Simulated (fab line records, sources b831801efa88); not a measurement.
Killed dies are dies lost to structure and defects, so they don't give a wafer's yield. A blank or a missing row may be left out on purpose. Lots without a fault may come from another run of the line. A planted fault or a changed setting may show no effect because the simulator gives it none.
One fault seen from 2 desks | flow gf180mcu | each desk has only its own numbers; what lay behind them comes last

THE METROLOGY DESK
What the gauges read, lot by lot, whatever tool the lot ran on: means of the sampled wafers that have a number. A lot is out of limits, marked OUT, if its mean lies more than 4 standard deviations from the usual mean; the brackets give that distance.
Columns: A = V3_W_RS at GF_V3_RS_MEAS_24, usual 0.327 ohm/sq; B = V3_W_THK at GF_V3_THK_MEAS_25, usual 358 nm
lot  | first seen here | A     | B
L824 | day 24 13:50    | 0.321 | 369
L827 | day 25 20:11    | 0.323 | 362
L828 | day 26 07:13    | 0.331 | 352
L829 | day 26 19:03    | 0.326 | 360
L837 | day 28 15:03    | 0.338 | 346
L838 | day 29 01:26    | 0.322 | 361
This desk's finding: nothing out of limits on any of the 6 lots.

THE TOOL OWNER'S DESK: pvd_sputter-01
The tool's own readings at GF_M4_SPUTTER_03 (material Ti, target thk 10 nm, time 6.7 s): means of the sampled wafers that have a number, for each lot that ran on this tool. A lot is out of limits, marked OUT, if its mean lies more than 4 standard deviations from the usual mean; the brackets give that distance.
Columns: A = throttle_valve_pct at GF_M4_SPUTTER_03, usual 29.8 %
lot  | first seen here | A
L824 | day 24 14:25    | 29.9
L828 | day 26 07:51    | 30.2
L829 | day 26 19:43    | 30.0
This desk's finding: nothing out of limits on any of the 3 lots.

PUT TOGETHER
The metrology desk saw nothing out of limits.
The tool owner's desk saw nothing out of limits.

WHAT THE SIMULATOR HAD PUT IN
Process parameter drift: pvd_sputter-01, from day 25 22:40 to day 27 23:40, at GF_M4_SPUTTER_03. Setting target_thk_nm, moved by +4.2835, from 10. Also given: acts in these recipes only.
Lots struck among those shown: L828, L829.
